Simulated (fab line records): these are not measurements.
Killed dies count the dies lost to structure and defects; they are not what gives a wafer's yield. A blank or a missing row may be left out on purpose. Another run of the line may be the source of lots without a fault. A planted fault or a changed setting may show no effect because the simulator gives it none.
Code-filled problem report in 8D (eight disciplines) form	flow sky130	the parts of the form that need people (team, actions taken, sign-off) are left out

== 1. THE PROBLEM ==
Wafers without a fault read 36.90 s, standard deviation 0.12; strip time to endpoint s at SKY_PWDE_STRIP_09 reads a mean of 16.28 s on 3 wafers belonging to 2 lots. So: -99 or more standard deviations from the usual mean.
The step: strips in O2/N2.
First observed at day 7 22:34: wafer L292.1, on plasma asher-03. The record has a number at this step for 38 wafers belonging to 13 lots. Rule for "out" (also "out of limits"): further than 4 standard deviations from the usual mean. All remaining wafers that have a number are taken as sound.

== 2. WHAT IT IS; WHAT IT IS NOT ==
question	is	is not
which readings at this step	strip time to endpoint s	drypump motor current A, o2 flow sccm
which lots	L292, L293	L275, L277, L278, L279, L280, L281, L283, L294, L295, L297, L298
which wafers of those lots	L292.1, L292.5, L293.5	L293.2, L293.4
read on which tools	plasma asher-01, plasma asher-03	plasma asher-02
when	from day 7 22:34	up to then (21 sound wafers); but 14 sound wafers of L293, L294, L295, L297, L298 came after

== 3. SUSPECTS, AND WHAT RULES EACH OUT ==
Counting: if a tool at a process step up to the reading ran every lot that is out, it stays a suspect. Sound lots after the first of them don't rule it out here, since some wafers of a struck lot are sound.
- litho track-02 at SKY_PWDE_COAT_02 (resist thk 3000 nm): kept. Ran every lot that is out, first one L292 (day 7 12:37); last sound lot up to then L283 (day 5 08:04).
Remaining after the count: litho track-02 at SKY_PWDE_COAT_02.

== 4. THE CAUSE (what the simulator had put in) ==
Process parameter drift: litho track-02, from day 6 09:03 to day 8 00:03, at SKY_PWDE_COAT_02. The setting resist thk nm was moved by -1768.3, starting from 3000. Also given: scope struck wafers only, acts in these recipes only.
Only this tool survived the counting.

== 5. SEQUENCE OF EFFECTS, ordered by route ==
One row per reading whose mean, taken over the struck wafers that have a number, lies over 3 standard deviations from the usual. Only readings whose record carries a usual standard deviation are examined. hours: median over the lots of the time between each lot's start at the first step of this table that gives one and its start at this step. sigmas: the change, counted in usual standard deviations.
hours	step	reading	usual	on struck wafers	change	sigmas
0	SKY_PWDE_STRIP_09	strip time to endpoint s	36.90 s	16.28	-20.62	-99 or more
1008	SKY_PAD_OPEN_PROBE_99	killed at front end	14	254	+240	+54
1008	SKY_PAD_OPEN_PROBE_99	killed dies	87	321	+234	+27
1008	SKY_PAD_OPEN_PROBE_99	killed on rim	17	93	+76	+21
The process steps in it:
- SKY_PWDE_STRIP_09: strips in O2/N2.
- SKY_PAD_OPEN_PROBE_99
Later measuring or inspecting steps at which every struck wafer that the step has a row for has a number for every such reading, and none has moved that far: SKY_NWELL_TW_MEAS_15, SKY_NWELL_OVL_MEAS_23, SKY_VT_ADJUST_HVTP_OVL_MEAS_08.

== 6. WHAT WOULD HAVE CAUGHT IT SOONER ==
In this record no reading fell out of limits until day 7 22:34, 38 hours after the fault had begun at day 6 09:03.
Tool readings at SKY_PWDE_COAT_02 with a usual standard deviation given in the record: none out on any struck wafer, hence no alarm at a limit of 4 standard deviations on them.
The start of SKY_PWDE_COAT_02 on litho track-02 came by day 7 22:34 for every one of the lots that are out (2). Holding the tool at that point would not have protected any of them.
